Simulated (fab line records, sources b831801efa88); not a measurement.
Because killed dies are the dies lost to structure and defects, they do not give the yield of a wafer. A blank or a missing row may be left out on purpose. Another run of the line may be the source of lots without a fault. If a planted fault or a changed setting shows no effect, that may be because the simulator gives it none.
fab line records	flow sky130
[record] lots = 6	wafers = 18	last-day = 50
route steps=708 shown VT_ADJUST_NCORE@128 VT_ADJUST_HVTR@131 VT_ADJUST_PCH@143 PAD_OPEN@708
lots untouched by any fault: they come from a run of this same line in which no faults occurred
start-h: start of the lot's first displayed wafer, in hours after the record's first day	wait-h: time in hours since the lot's previous step	" as in the row above	L1.1+2: a single row standing in for several wafers	- either no value or no given start	* or withheld: withheld	< > ~ a bound
route shown NAME@n: names a module that has steps shown in the file, with the first one's number in the route	usual: the fault-free wafers' mean and standard deviation	same: alike in all rows	chamber/n: place in a boat	sites: each site's reading	_std_site: standard deviation across them	_edge_site: mean of outer sites minus mean of inner sites	radius-mm: for every site, how far away it sits from the centre of the wafer	mask NAME#n: copy n	behind: the tool/chamber that last shaped the wafer	hold: the reason the lot was held/the length of the hold in hours/how it ended	device: transistor that didn't switch, given as n, p or np	end of line: at the end of the route, the tests of the same wafers	where a step has no rows: the recipe by itself	killed: dies that structure and defects cost at the first sort, which is not the same as the wafer's yield	map: per-die view of a wafer (x killed, . not killed, _ where there is no die)
set.NAME: setting as actually run; set.NAME@STEP: the setting as run at that earlier step	model.NAME: the simulator's own value behind a step, which no gauge read
a table for each step, a row for each wafer; lots at some steps of the route
services: from which hour (start-h, from the record's first day; less than 0 if before it) a tool's chamber was out of use, for how many hours, and why
[[steps]]
[step SKY_VT_ADJUST_NCORE_IMPLANT_09]
[recipe] species = B	energy-kev = 10	dose-cm2 = 2.4e+12	tilt-deg = withheld
[step SKY_VT_ADJUST_NCORE_STRIP_10]
[recipe] chemistry = O2/N2	power-w = 1400	pressure-mtorr = 1500	platen-temp-c = withheld	o2-flow-sccm = 3000	n2-flow-sccm = 300	overash-fraction = 0.5
[usual] drypump-motor-current-A = 6.0/0.56	oes-product-au = 0.716/0.0046	strip-time-to-endpoint-s = 14.19/0.037
lot.wafer	tool	chamber	start-h	wait-h	drypump-motor-current-A	oes-product-au	rf-hours-counter-h	strip-time-to-endpoint-s
L561.1	plasma-asher-03	1	184.46	0.1	5.5	0.713	35	14.17
L561.2	"	0	"	"	6.7	0.716	35	14.22
L561.4	"	0	"	"	6.7	0.713	-	14.23
L567.1	plasma-asher-01	1	220.39	0.1	6.5	0.711	55	14.19
L567.2	"	0	"	"	5.8	0.712	55	14.24
L567.5	"	0	"	"	5.8	0.716	-	14.19
L569.3	plasma-asher-03	0	238.68	0.1	6.6	0.723	-	14.21
L569.5	"	1	"	"	5.5	0.713	-	14.26
L569.6	"	0	"	"	6.6	0.719	-	14.20
L575.2	plasma-asher-03	1	276.74	0.1	5.5	0.719	44	14.17
L575.3	"	1	"	"	5.4	0.712	-	14.18
L575.6	"	0	"	"	6.7	0.721	-	14.15
L576.2	plasma-asher-04	1	286.89	0.1	5.3	0.717	16	14.24
L576.3	"	0	"	"	6.5	0.722	-	14.18
L576.6	"	1	"	"	5.3	0.718	-	14.23
L582.1	plasma-asher-01	0	358.44	0.1	5.8	0.715	67	14.12
L582.5	"	1	"	"	6.5	0.723	-	14.16
L582.6	"	0	"	"	5.8	0.721	-	14.13
[step SKY_VT_ADJUST_NCORE_TW_MEAS_11]
[usual] VT_ADJUST_NCORE_TW = 218.6/1.6
lot.wafer	tool	chamber	start-h	wait-h	VT_ADJUST_NCORE_TW
L561.1	film-metro-01	-	184.58	0.1	220.4
L561.2	"	-	"	"	219.9
L561.4	"	-	"	"	220.0
L567.1	film-metro-03	-	220.49	0.1	217.9
L567.2	"	-	"	"	217.9
L567.5	"	-	"	"	217.0
L569.3	film-metro-01	-	238.76	0.1	217.5
L569.5	"	-	"	"	218.8
L569.6	"	-	"	"	219.3
L575.2	film-metro-01	-	276.85	0.1	216.7
L575.3	"	-	"	"	217.7
L575.6	"	-	"	"	217.7
L576.2	film-metro-03	-	287.00	0.1	217.8
L576.3	"	-	"	"	217.8
L576.6	"	-	"	"	217.0
L582.1	film-metro-04	-	358.54	0.1	220.1
L582.5	"	-	"	"	219.4
L582.6	"	-	"	"	220.6
[step SKY_VT_ADJUST_HVTR_DEHYDRATE_00]
[recipe] temp-c = 200	time-s = 60
[step SKY_VT_ADJUST_HVTR_HMDS_01]
[recipe] prime-time-s = 60	prime-temp-c = 120
[step SKY_VT_ADJUST_HVTR_COAT_02]
[recipe] resist = NOVOLAK	spin-rpm = 3000	resist-thk-nm = 1140
[step SKY_VT_ADJUST_HVTR_SOFTBAKE_03]
[recipe] temp-c = 90	time-s = 60	resist = NOVOLAK
[step SKY_VT_ADJUST_HVTR_EXPOSE_04]
[recipe] mask-id = HVTRM	target-cd-nm = 380	na = 0.6	source-shape = conventional	sigma-outer = 0.6	dose-mj = 153.2
[step SKY_VT_ADJUST_HVTR_PEB_05]
[recipe] temp-c = withheld	time-s = *	resist = NOVOLAK
[step SKY_VT_ADJUST_HVTR_DEVELOP_06]
[recipe] develop-time-s = 60	dev-temp-c = 23
[step SKY_VT_ADJUST_HVTR_CD_MEAS_07]
[recipe] target-cd-nm = 380
[usual] cd-nm = 379.2/2.5
lot.wafer	tool	chamber	start-h	wait-h	cd-nm
L561.1	cd-sem-02	-	204.87	0.1	378.4
L561.2	"	-	"	"	380.4
L561.4	"	-	"	"	380.9
L567.1	cd-sem-02	-	242.98	0.1	376.9
L567.2	"	-	"	"	379.3
L567.5	"	-	"	"	379.3
L569.3	cd-sem-01	-	261.71	0.1	382.8
L569.5	"	-	"	"	381.5
L569.6	"	-	"	"	383.5
L575.2	cd-sem-02	-	302.04	0.1	380.8
L575.3	"	-	"	"	380.9
L575.6	"	-	"	"	384.5
L576.2	cd-sem-01	-	311.44	0.1	375.8
L576.3	"	-	"	"	374.5
L576.6	"	-	"	"	374.1
L582.1	cd-sem-02	-	386.29	0.1	379.9
L582.5	"	-	"	"	379.1
L582.6	"	-	"	"	378.6
[step SKY_VT_ADJUST_HVTR_OVL_MEAS_08]
[usual] VT_ADJUST_HVTR_OVL = 2.2/1.4
lot.wafer	tool	chamber	start-h	wait-h	VT_ADJUST_HVTR_OVL[nm]
L561.1	overlay-02	-	204.99	0.1	2.2
L561.2	"	-	"	"	2.1
L561.4	"	-	"	"	1.7
L567.1	overlay-01	-	243.10	0.1	2.5
L567.2	"	-	"	"	1.2
L567.5	"	-	"	"	5.7
L569.3	overlay-02	-	261.81	0.1	2.3
L569.5	"	-	"	"	-0.2
L569.6	"	-	"	"	1.1
L575.2	overlay-02	-	302.15	0.1	5.4
L575.3	"	-	"	"	3.8
L575.6	"	-	"	"	5.0
L576.2	overlay-02	-	311.55	0.1	1.4
L576.3	"	-	"	"	3.4
L576.6	"	-	"	"	2.4
L582.1	overlay-02	-	386.41	0.1	2.2
L582.5	"	-	"	"	2.9
L582.6	"	-	"	"	3.0
[step SKY_VT_ADJUST_HVTR_IMPLANT_09]
[recipe] species = B	energy-kev = 10	dose-cm2 = 2.1e+12	tilt-deg = withheld
[usual] beam-on-s = 10.03/0.2	end-station-pressure-torr = 4.99e-06/2.6e-07	faraday-current-uA = 11.81/0.24
lot.wafer	tool	chamber	start-h	wait-h	beam-on-s	end-station-pressure-torr	faraday-current-uA
L561.1	implanter-01	0	205.03	0.0	9.83	4.86e-06	11.99
L561.2	"	0	"	"	10.24	5.18e-06	11.50
L561.4	"	0	"	"	9.88	5.43e-06	11.96
L567.1	implanter-01	0	243.14	0.0	11.28	6.651e-05	10.13
L567.2	"	0	"	"	10.61	6.375e-05	10.84
L567.5	"	0	"	"	11.05	7.356e-05	10.40
L569.3	implanter-01	0	261.88	0.1	11.18	6.432e-05	10.27
L569.5	"	0	"	"	10.98	6.268e-05	10.47
L569.6	"	0	"	"	11.17	6.9e-05	10.24
L575.2	implanter-03	0	302.20	0.0	10.16	5.12e-06	11.65
L575.3	"	0	"	"	10.21	5.18e-06	11.55
L575.6	"	0	"	"	10.00	4.79e-06	11.80
L576.2	implanter-03	0	311.60	0.0	9.89	4.61e-06	11.96
L576.3	"	0	"	"	9.98	4.85e-06	11.81
L576.6	"	0	"	"	9.69	5.02e-06	12.19
L582.1	implanter-04	0	386.44	0.0	10.08	4.76e-06	11.73
L582.5	"	0	"	"	10.64	4.85e-06	11.05
L582.6	"	0	"	"	10.32	4.89e-06	11.42
[step SKY_VT_ADJUST_HVTR_STRIP_10]
[recipe] chemistry = O2/N2	power-w = 1400	pressure-mtorr = 1500	platen-temp-c = withheld	o2-flow-sccm = 3000	n2-flow-sccm = 300	overash-fraction = 0.5
[usual] drypump-motor-current-A = 5.9/0.6	oes-product-au = 0.716/0.0043	strip-time-to-endpoint-s = 14.17/0.051
lot.wafer	tool	chamber	start-h	wait-h	drypump-motor-current-A	oes-product-au	rf-hours-counter-h	strip-time-to-endpoint-s
L561.1	plasma-asher-04	1	205.18	0.1	5.3	0.719	8	14.21
L561.2	"	0	"	"	6.5	0.721	8	14.23
L561.4	"	1	"	"	5.4	0.721	-	14.20
L567.1	plasma-asher-02	1	243.29	0.1	6.6	0.713	57	14.22
L567.2	"	0	"	"	5.2	0.719	57	14.20
L567.5	"	1	"	"	6.6	0.725	-	14.22
L569.3	plasma-asher-02	1	262.01	0.1	6.5	0.722	-	14.16
L569.5	"	0	"	"	5.2	0.713	-	14.15
L569.6	"	1	"	"	6.6	0.710	-	14.13
L575.2	plasma-asher-04	0	302.33	0.1	6.5	0.718	18	14.21
L575.3	"	1	"	"	5.3	0.717	-	14.22
L575.6	"	1	"	"	5.3	0.711	-	14.23
L576.2	plasma-asher-04	0	311.73	0.1	6.5	0.718	19	14.11
L576.3	"	1	"	"	5.3	0.711	-	14.10
L576.6	"	1	"	"	5.3	0.719	-	14.11
L582.1	plasma-asher-02	1	386.59	0.1	6.5	0.717	71	14.11
L582.5	"	0	"	"	5.2	0.714	-	14.16
L582.6	"	1	"	"	6.5	0.720	-	14.13
[step SKY_VT_ADJUST_HVTR_TW_MEAS_11]
[usual] VT_ADJUST_HVTR_TW = 209.8/1.2
lot.wafer	tool	chamber	start-h	wait-h	VT_ADJUST_HVTR_TW
L561.1	film-metro-03	-	205.28	0.1	209.5
L561.2	"	-	"	"	209.8
L561.4	"	-	"	"	209.5
L567.1	film-metro-01	-	243.39	0.1	213.3
L567.2	"	-	"	"	214.3
L567.5	"	-	"	"	213.7
L569.3	film-metro-03	-	262.10	0.1	214.5
L569.5	"	-	"	"	215.6
L569.6	"	-	"	"	215.1
L575.2	film-metro-01	-	302.48	0.1	207.9
L575.3	"	-	"	"	210.3
L575.6	"	-	"	"	210.1
L576.2	film-metro-01	-	311.84	0.1	208.8
L576.3	"	-	"	"	209.3
L576.6	"	-	"	"	210.0
L582.1	film-metro-03	-	386.69	0.1	210.2
L582.5	"	-	"	"	208.5
L582.6	"	-	"	"	209.6
[step SKY_VT_ADJUST_PCH_DEHYDRATE_00]
[recipe] temp-c = 200	time-s = 60
[step SKY_PAD_OPEN_PROBE_99]
[usual] killed_at_M0_to_M3 = 43/6.8	killed_at_M4_up = 3.2/1.9	killed-at-contacts = 24/5	killed-at-front-end = 16/4.9	killed-at-other = 0.4/0.76	killed-dies = 87/10	killed-open = 47/7.3	killed-short = 39/6.2
[same] gross-dies = 492	killed-at-back-side = 0
lot.wafer	tool	chamber	start-h	wait-h	killed_at_M0_to_M3	killed_at_M4_up	killed-at-contacts	killed-at-front-end	killed-at-other	killed-dies	killed-open	killed-short	model.etest.pfet_01v8_mvt.vt-sat-v
L561.1	prober-01	-	1074.32	0.1	40	3	24	14	1	82	49	33	-0.5851
L561.2	prober-01	-	1074.37	0.1	45	1	24	10	0	80	44	36	-0.5929
L561.4	prober-01	-	1074.47	0.2	52	6	31	22	0	111	58	53	-0.5913
L567.1	prober-01	-	1110.86	0.1	43	6	25	25	0	99	52	47	-0.496
L567.2	prober-01	-	1110.91	0.1	36	2	37	11	0	86	49	37	-0.5126
L567.5	prober-01	-	1111.06	0.2	43	4	31	14	1	93	49	44	-0.5074
L569.3	prober-01	-	1126.95	0.2	39	1	26	15	0	81	39	42	-0.5588
L569.5	prober-01	-	1127.05	0.2	40	0	35	15	1	91	52	39	-0.554
L569.6	prober-01	-	1127.10	0.2	53	5	28	13	0	99	46	53	-0.5537
L575.2	prober-01	-	1157.97	0.1	30	2	24	11	0	67	39	28	-0.5668
L575.3	prober-01	-	1158.02	0.2	36	2	23	12	1	74	39	35	-0.5831
L575.6	prober-01	-	1158.17	0.2	46	1	22	16	0	85	44	41	-0.5862
L576.2	prober-02	-	1161.75	0.1	34	5	24	12	1	76	41	34	-0.6062
L576.3	prober-02	-	1161.80	0.2	39	3	22	11	1	76	36	38	-0.6109
L576.6	prober-02	-	1161.95	0.2	52	2	22	11	1	88	50	38	-0.6074
L582.1	prober-01	-	1208.75	0.1	34	3	23	14	0	74	41	33	-0.5446
L582.5	prober-01	-	1208.95	0.2	49	7	24	12	0	92	56	35	-0.5341
L582.6	prober-01	-	1209.00	0.2	41	8	14	14	1	78	36	42	-0.5435
// killed by level:class
L561.1 VIA1:geometric-particle:open=11 VIA3:geometric-particle:open=10 LI_CONTACT:geometric-particle:open=8 CONTACT:geometric-particle:open=7 FIELD_ISO:geometric-particle:short=5 LI_CONTACT:geometric-particle:short=5 VIA1:geometric-particle:short=5 FIELD_ISO:geometric-particle:open=4
L561.2 VIA2:geometric-particle:open=9 VIA1:geometric-particle:short=8 LI_CONTACT:geometric-particle:open=7 VIA1:geometric-particle:open=6 VIA3:geometric-particle:open=6 CONTACT:geometric-particle:open=5 LOCAL_INTERCONNECT:geometric-particle:short=4 CONTACT:geometric-particle:short=4
L561.4 VIA1:geometric-particle:open=14 CONTACT:geometric-particle:open=11 VIA2:geometric-particle:open=9 LI_CONTACT:geometric-particle:short=7 LI_CONTACT:geometric-particle:open=6 METAL2:geometric-particle:short=6 FIELD_ISO:geometric-particle:short=5 POLY_GATE:geometric-particle:short=5
L567.1 LI_CONTACT:geometric-particle:open=11 VIA1:geometric-particle:short=9 VIA1:geometric-particle:open=8 CONTACT:geometric-particle:open=7 POLY_GATE:geometric-particle:short=6 FIELD_ISO:geometric-particle:open=5 METAL1:geometric-particle:short=5 METAL4:geometric-particle:short=5
L567.2 LI_CONTACT:geometric-particle:open=15 CONTACT:geometric-particle:open=10 VIA1:geometric-particle:open=9 METAL2:geometric-particle:short=8 LOCAL_INTERCONNECT:geometric-particle:short=6 CONTACT:geometric-particle:short=4 POLY_GATE:geometric-particle:short=4 VIA2:geometric-particle:open=4
L567.5 VIA1:geometric-particle:open=12 LI_CONTACT:geometric-particle:open=10 LOCAL_INTERCONNECT:geometric-particle:short=7 METAL2:geometric-particle:short=7 VIA2:geometric-particle:open=6 CONTACT:geometric-particle:short=5 CONTACT:geometric-particle:open=5 VIA1:geometric-particle:short=5
L569.3 CONTACT:geometric-particle:open=9 LI_CONTACT:geometric-particle:open=8 VIA1:geometric-particle:open=6 LOCAL_INTERCONNECT:geometric-particle:short=5 VIA1:geometric-particle:short=5 METAL1:geometric-particle:short=5 METAL2:geometric-particle:short=5 VIA3:geometric-particle:short=5
L569.5 CONTACT:geometric-particle:open=14 LI_CONTACT:geometric-particle:open=9 CONTACT:geometric-particle:short=7 VIA1:geometric-particle:open=7 VIA3:geometric-particle:open=7 METAL1:geometric-particle:short=6 VIA2:geometric-particle:open=6 VIA3:geometric-particle:short=5
L569.6 VIA1:geometric-particle:open=15 VIA1:geometric-particle:short=10 CONTACT:geometric-particle:open=8 CONTACT:geometric-particle:short=7 METAL1:geometric-particle:short=7 POLY_GATE:geometric-particle:open=5 LI_CONTACT:geometric-particle:open=5 LOCAL_INTERCONNECT:geometric-particle:short=5
L575.2 VIA1:geometric-particle:open=10 CONTACT:geometric-particle:open=9 LI_CONTACT:geometric-particle:open=8 VIA3:geometric-particle:open=5 FIELD_ISO:geometric-particle:short=4 POLY_GATE:geometric-particle:short=4 METAL1:geometric-particle:short=4 CONTACT:geometric-particle:short=3
L575.3 VIA1:geometric-particle:open=12 CONTACT:geometric-particle:open=7 VIA1:geometric-particle:short=6 LI_CONTACT:geometric-particle:open=5 POLY_GATE:geometric-particle:short=4 CONTACT:geometric-particle:short=4 METAL3:geometric-particle:short=4 POLY_GATE:geometric-particle:open=3
L575.6 VIA1:geometric-particle:open=14 CONTACT:geometric-particle:open=8 METAL2:geometric-particle:short=8 VIA3:geometric-particle:open=6 CONTACT:geometric-particle:short=5 SPACER:geometric-particle:short=4 LI_CONTACT:geometric-particle:short=4 LI_CONTACT:geometric-particle:open=4
L576.2 LI_CONTACT:geometric-particle:open=7 VIA1:geometric-particle:open=7 METAL2:geometric-particle:short=6 CONTACT:geometric-particle:short=6 VIA3:geometric-particle:open=6 FIELD_ISO:geometric-particle:open=5 LOCAL_INTERCONNECT:geometric-particle:short=4 CONTACT:geometric-particle:open=4
L576.3 CONTACT:geometric-particle:open=8 VIA1:geometric-particle:open=8 VIA1:geometric-particle:short=8 CONTACT:geometric-particle:short=5 METAL1:geometric-particle:short=5 METAL2:geometric-particle:short=5 LI_CONTACT:geometric-particle:open=4 FIELD_ISO:geometric-particle:open=3
L576.6 CONTACT:geometric-particle:open=9 VIA1:geometric-particle:open=9 VIA3:geometric-particle:open=8 LI_CONTACT:geometric-particle:open=6 METAL1:geometric-particle:short=6 VIA2:geometric-particle:open=6 CONTACT:geometric-particle:short=5 FIELD_ISO:geometric-particle:short=4
L582.1 CONTACT:geometric-particle:open=10 VIA3:geometric-particle:open=8 VIA1:geometric-particle:open=7 LI_CONTACT:geometric-particle:open=6 VIA1:geometric-particle:short=6 VIA3:geometric-particle:short=5 FIELD_ISO:geometric-particle:open=4 FIELD_ISO:geometric-particle:short=4
L582.5 VIA1:geometric-particle:open=15 LI_CONTACT:geometric-particle:open=11 VIA3:geometric-particle:open=11 CONTACT:geometric-particle:open=6 METAL2:geometric-particle:short=6 CONTACT:geometric-particle:short=5 VIA2:geometric-particle:short=5 FIELD_ISO:geometric-particle:open=4
L582.6 VIA1:geometric-particle:open=9 METAL2:geometric-particle:short=8 METAL4:geometric-particle:short=7 LI_CONTACT:geometric-particle:open=5 LOCAL_INTERCONNECT:geometric-particle:short=4 CONTACT:geometric-particle:open=4 METAL1:geometric-particle:short=4 VIA2:geometric-particle:open=4
[[services]]
tool	chamber	start-h	hours	kind
implanter-01	-	191.10	5.8	pm
implanter-03	-	203.46	10.0	pm
implanter-01	-	205.30	1.2	repair
implanter-01	-	207.41	6.2	repair
implanter-04	-	229.20	0.9	repair
implanter-04	-	258.29	1.9	repair
implanter-01	-	266.23	1.6	repair
implanter-01	-	286.22	20.1	repair
implanter-03	-	296.59	4.3	pm
plasma-asher-01	-	345.93	9.1	repair
plasma-asher-04	-	363.82	0.4	repair
implanter-03	-	376.56	4.1	repair
[[key]]
[first-sign] step = SKY_VT_ADJUST_HVTR_IMPLANT_09	reading = end-station-pressure-torr	direction = up	sigmas = 99+	usual = 4.99e-06	struck = 6.664e-05
[effect] step = SKY_VT_ADJUST_HVTR_IMPLANT_09	reading = faraday-current-uA	direction = down	sigmas = 5.9	usual = 11.81	struck = 10.39
[effect] step = SKY_VT_ADJUST_HVTR_TW_MEAS_11	reading = VT_ADJUST_HVTR_TW	direction = up	sigmas = 3.9	usual = 209.8	struck = 214.4
[model-effect] step = SKY_PAD_OPEN_PROBE_99	value = etest.pfet_01v8_mvt.vt-sat-v	without = -0.5646	struck = -0.5304
met-at SKY_VT_ADJUST_HVTR_IMPLANT_09
struck-wafers L567.1,L567.2,L567.5,L569.3,L569.5,L569.6
tester-left-out L567,L569
onset-between 205.03 243.14
[fault] kind = process-parameter-drift	tool = implanter-01	chamber = -	onset-h = 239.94	steps = SKY_VT_ADJUST_HVTR_IMPLANT_09	channel = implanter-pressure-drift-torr	offset = 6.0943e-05	shape = step	end-h = 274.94
[fault] kind = process-parameter-drift	tool = implanter-01	chamber = -	onset-h = 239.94	steps = SKY_VT_ADJUST_HVTR_IMPLANT_09	channel = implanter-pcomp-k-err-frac	offset = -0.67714	shape = step	end-h = 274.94
// tester-left-out: of these lots the tester's yield and bins aren't shown, on N5 and GAA mostly nor the transistor test; their killed dies are dies lost to structure and defects alone, not to doping, threshold or leakage, so they don't give the yield
